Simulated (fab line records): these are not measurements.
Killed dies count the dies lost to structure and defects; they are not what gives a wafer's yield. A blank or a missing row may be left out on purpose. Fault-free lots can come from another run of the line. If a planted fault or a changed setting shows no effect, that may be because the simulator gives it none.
Problem report in the 8D (eight disciplines) form, filled by code / flow sky130 / the parts of the form that need people (team, actions taken, sign-off) are left out

1. WHAT IS WRONG
tube-center-temp-C at SKY_GATE_OXIDE_OXIDATION_01 reads a mean of 895 C on 6 wafers of 2 lots; wafers without a fault read 900 C with a standard deviation of 0.084. Measured from the usual mean, that is -64 standard deviations.
The step: stabilise 600 s, purge 300 s, target thk 10.268 nm.
Seen first at day 17 09:31 on furnace-01, wafer L443.3. The record has a number at this step for 36 wafers belonging to 12 lots. Rule for "out", or "out of limits": more than 4 standard deviations from the usual mean. All remaining wafers that have a number are taken as sound.

2. WHAT IT IS, WHAT IT ISN'T
question=which readings at this step | is=tube-center-temp-C, spike-tc-lower-C, tube_center_temp_C_max | is not=-
question=which lots | is=L443, L447 | is not=L430, L433, L434, L439, L440, L444, L445, L449, L450, L452
question=which wafers of those lots | is=all that have a number | is not=-
question=read on which tools | is=furnace-01 | is not=furnace-02
question=when | is=from day 17 09:31 | is not=up to then (15 sound wafers); but 15 sound wafers of L444, L445, L449, L450, L452 came after

3. SUSPECTS, AND WHAT RULES EACH OUT
Counting: any tool at a process step up to the reading is kept as a suspect provided that every lot that is out went through it and no sound lot did after the first of them.
- furnace-01 at SKY_GATE_OXIDE_OXIDATION_01 (stabilise 600 s, purge 300 s, target thk 10.268 nm): kept. It ran every lot that is out, first L443 (day 17 09:31), and no sound lot after that; its last sound lot up to then is L440 (day 16 10:36). On those wafers its own readings are out: spike-tc-lower-C, tube-center-temp-C, tube_center_temp_C_max.
The count leaves furnace-01 at SKY_GATE_OXIDE_OXIDATION_01.

4. THE CAUSE (what the simulator had put in)
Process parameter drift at SKY_GATE_OXIDE_OXIDATION_01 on furnace-01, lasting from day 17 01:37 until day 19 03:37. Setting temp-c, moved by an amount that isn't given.
After counting, this tool was the only one left.

5. THE CHAIN OF EFFECTS, in route order
Each row: a reading where the mean over the struck wafers with a number is more than 3 standard deviations away from the usual. Only readings whose record carries a usual standard deviation are examined. hours: median over the lots of the time between each lot's start at the first step of this table that gives one and its start at this step. sigmas: the change, counted in usual standard deviations.
hours=0; step=SKY_GATE_OXIDE_OXIDATION_01; reading=spike-tc-bottom-C; usual=919.1 C; on struck wafers=914.9; change=-4.2; sigmas=-3.2
hours=0; step=SKY_GATE_OXIDE_OXIDATION_01; reading=spike-tc-centre-C; usual=899.7 C; on struck wafers=893.0; change=-6.7; sigmas=-4.8
hours=0; step=SKY_GATE_OXIDE_OXIDATION_01; reading=spike-tc-lower-C; usual=900.9 C; on struck wafers=894.8; change=-6.1; sigmas=-6.1
hours=0; step=SKY_GATE_OXIDE_OXIDATION_01; reading=spike-tc-top-C; usual=912.4 C; on struck wafers=904.5; change=-7.9; sigmas=-3.6
hours=0; step=SKY_GATE_OXIDE_OXIDATION_01; reading=spike-tc-upper-C; usual=899.0 C; on struck wafers=894.8; change=-4.2; sigmas=-3.8
hours=0; step=SKY_GATE_OXIDE_OXIDATION_01; reading=tube-center-temp-C; usual=900 C; on struck wafers=895; change=-5; sigmas=-64
hours=0; step=SKY_GATE_OXIDE_OXIDATION_01; reading=tube_center_temp_C_max; usual=902.3; on struck wafers=896.9; change=-5.4; sigmas=-13
hours=1; step=SKY_GATE_OXIDE_THK_MEAS_02; reading=GATE_OXIDE_OXIDATION_00_THK; usual=10.34 nm; on struck wafers=9.74; change=-0.60; sigmas=-3.0
The process steps in it:
- SKY_GATE_OXIDE_OXIDATION_01: stabilise 600 s, purge 300 s, target thk 10.268 nm.

6. WHAT WOULD HAVE CAUGHT IT SOONER
First out-of-limits reading in this record: day 17 09:31, which is 8 hours after fault onset at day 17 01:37.
